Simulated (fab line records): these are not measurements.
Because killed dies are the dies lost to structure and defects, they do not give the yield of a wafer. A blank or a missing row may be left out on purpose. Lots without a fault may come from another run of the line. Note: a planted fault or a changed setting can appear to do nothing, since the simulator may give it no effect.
Code-filled problem report in 8D (eight disciplines) form ; flow gf180mcu ; the parts of the form that need people (team, actions taken, sign-off) are left out

== 1. PROBLEM STATEMENT ==
Mean of exposure_dose_mJ_cm2 at GF_V3_EXPOSE_11: 37.72 over 2 wafers from 1 lot, against 37.96 (standard deviation 0.044) on wafers with no fault. That puts it -5.5 standard deviations away from the usual mean.
The step: exposes mask Via3, target cd 260 nm.
First seen on wafer L604.5, day 24 08:45, on krf_scanner-02. The record holds 37 wafers of 13 lots with a number at this step. Rule for "out", or "out of limits": more than 4 standard deviations from the usual mean. The other wafers with a number count as sound.

== 2. WHAT IT IS; WHAT IT IS NOT ==
question;is;is not
which readings at this step;exposure_dose_mJ_cm2;-
which lots;L604;L598, L599, L600, L601, L603, L614, L615, L616, L618, L619, L620, L621
which wafers of those lots;all that have a number;-
read on which tools;krf_scanner-02;krf_scanner-01
when;from day 24 08:45;"up to then (15 sound wafers); but 20 sound wafers of L614, L615, L616, L618, L619, L620, L621 came after"

== 3. THE SUSPECTS, EACH WITH WHAT RULES IT OUT ==
Counting: a tool at any process step up to the reading remains a suspect when it ran all the lots that are out and ran no sound lot after the first of those.
- cvd_w-02 at GF_V2_CVD_23 (deposits W, target thk 350 nm, time 104.94 s): ruled out as a lasting fault. Following L604 (day 22 21:20), the first lot on it that is out, the sound lots L615, L616, L618 were run on it.
- pvd_sputter-04 at GF_M3_SPUTTER_01 (material TiN, target thk 30 nm, time 25 s): ruled out as a lasting fault. Following L604 (day 22 21:58), the first lot on it that is out, the sound lots L614, L616, L618, L621 were run on it.
- pvd_sputter-04 at GF_M3_SPUTTER_03 (material Ti, target thk 10 nm, time 6.7 s): ruled out as a lasting fault. Following L604 (day 22 22:01), the first lot on it that is out, the sound lots L614, L616, L618, L621 were run on it.
- krf_scanner-02 at GF_V3_EXPOSE_11 (exposes mask Via3, target cd 260 nm): ruled out as a lasting fault. Following L604 (day 24 08:45), the first lot on it that is out, the sound lots L615, L618, L619, L620 were run on it.
Left after counting: nothing in the record.

== 4. THE CAUSE (what the simulator had put in) ==
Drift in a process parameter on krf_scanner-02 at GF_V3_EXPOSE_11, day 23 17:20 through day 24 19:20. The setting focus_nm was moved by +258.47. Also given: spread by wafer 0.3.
Counting ruled it out, wrongly.

== 5. THE CHAIN OF EFFECTS, in route order ==
One row per reading whose mean, taken over the struck wafers that have a number, lies over 3 standard deviations from the usual. Only readings whose record carries a usual standard deviation are examined. hours: median over the lots of the time between each lot's start at the first step of this table that gives one and its start at this step. sigmas: the change, counted in usual standard deviations.
hours;step;reading;usual;on struck wafers;change;sigmas
0;GF_V3_EXPOSE_11;exposure_dose_mJ_cm2;37.96;37.72;-0.24;-5.5
The process steps in it:
- GF_V3_EXPOSE_11: exposes mask Via3, target cd 260 nm.

== 6. HOW IT WOULD HAVE BEEN CAUGHT EARLIER ==
First out-of-limits reading in this record: day 24 08:45, which is 15 hours after fault onset at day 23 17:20.
